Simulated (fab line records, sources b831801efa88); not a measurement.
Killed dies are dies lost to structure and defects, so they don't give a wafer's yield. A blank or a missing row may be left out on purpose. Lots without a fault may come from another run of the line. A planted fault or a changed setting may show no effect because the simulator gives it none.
A struck lot beside a sound one | flow sky130 | 14 steps out of a route of 708
Sound: wafers L285.3, L285.4, L285.5. Struck: wafers L300.1, L300.3, L300.5. The cause comes at the end.
At each step with rows: each side's tool, then ch and its chambers, then its first start. Under that, the readings that differ: sound wafers | struck wafers | difference of the means | sigmas: that difference in standard deviations of wafers without a fault.
alike: readings whose means differ by less than 2 such deviations, and words and numbers that are the same on both sides. not compared: withheld readings, readings that some wafer has no value for, bounds like >300 that may hide the same value, and numbers for which the record gives no deviation and whose values overlap.
The two part at a step that has a row with sigmas, a row that says differs or no value, or rows on one side only. Numbers that don't overlap but have no deviation are shown without sigmas and don't part them. A reading that every wafer of one side lacks parts them only if that side has two wafers or more.

first, 3 steps without rows for these wafers: SKY_SONOS_TUNNEL_EXPOSE_04 (exposes mask TUNM, target cd 410 nm); SKY_SONOS_TUNNEL_PEB_05; SKY_SONOS_TUNNEL_DEVELOP_06 (develop time 60 s).
SKY_SONOS_TUNNEL_CD_MEAS_07: target cd 410 nm.
  sound on cd_sem-01, day 12 04:12; struck on cd_sem-02, day 19 10:46
  alike: cd_nm
SKY_SONOS_TUNNEL_OVL_MEAS_08:
  sound on overlay-02, day 12 04:17; struck on overlay-02, day 19 10:53
  alike: SONOS_TUNNEL_OVL
then, 3 steps without rows for these wafers: SKY_SONOS_TUNNEL_IMPLANT_09; SKY_SONOS_TUNNEL_WET_ETCH_10 (etches SiO2 in dHF, target depth 14 nm, time 280 s); SKY_SONOS_TUNNEL_STRIP_11 (strips in SPM, time 600 s).
SKY_SONOS_TUNNEL_TW_MEAS_12:
  sound on film_metro-03, day 12 04:47; struck on film_metro-01, day 19 11:21
  reading         | sound             | struck            | difference | sigmas
  SONOS_TUNNEL_TW | 196.7 195.3 197.1 | 191.5 192.4 193.1 | -4.0       | -2
then, 2 steps without rows for these wafers: SKY_SONOS_TUNNEL_CLEAN_13 (cleans in dHF, time 20 s); SKY_SONOS_ONO_OXIDATION_00 (stabilise 600 s, purge 300 s, target thk 2.6 nm).
SKY_SONOS_ONO_THK_MEAS_01:
  sound on film_metro-03, day 12 06:12; struck on film_metro-02, day 19 13:30
  alike: SONOS_ONO_OXIDATION_THK
SKY_SONOS_ONO_CVD_02: deposits Si3N4 from DCS/NH3, target thk 10.5 nm, time 180 s.
  sound on lpcvd-02 ch 0, day 12 07:47; struck on lpcvd-02 ch 0, day 19 13:34
  no value came back on the struck wafers for pressure_mtorr (mTorr), spike_tc_bottom_C (C), spike_tc_lower_C (C), zone_power_upper_pct (%); on the sound wafers pressure_mtorr (mTorr) reads 250.2 249.5 249.3
SKY_PAD_OPEN_PROBE_99:
  the record has rows for the sound wafers here (prober-02, day 46 10:38) and none for the struck ones

WHERE THEY PART
First at SKY_SONOS_TUNNEL_TW_MEAS_12; last, within this record, at SKY_PAD_OPEN_PROBE_99.

WHY: what the simulator had put in
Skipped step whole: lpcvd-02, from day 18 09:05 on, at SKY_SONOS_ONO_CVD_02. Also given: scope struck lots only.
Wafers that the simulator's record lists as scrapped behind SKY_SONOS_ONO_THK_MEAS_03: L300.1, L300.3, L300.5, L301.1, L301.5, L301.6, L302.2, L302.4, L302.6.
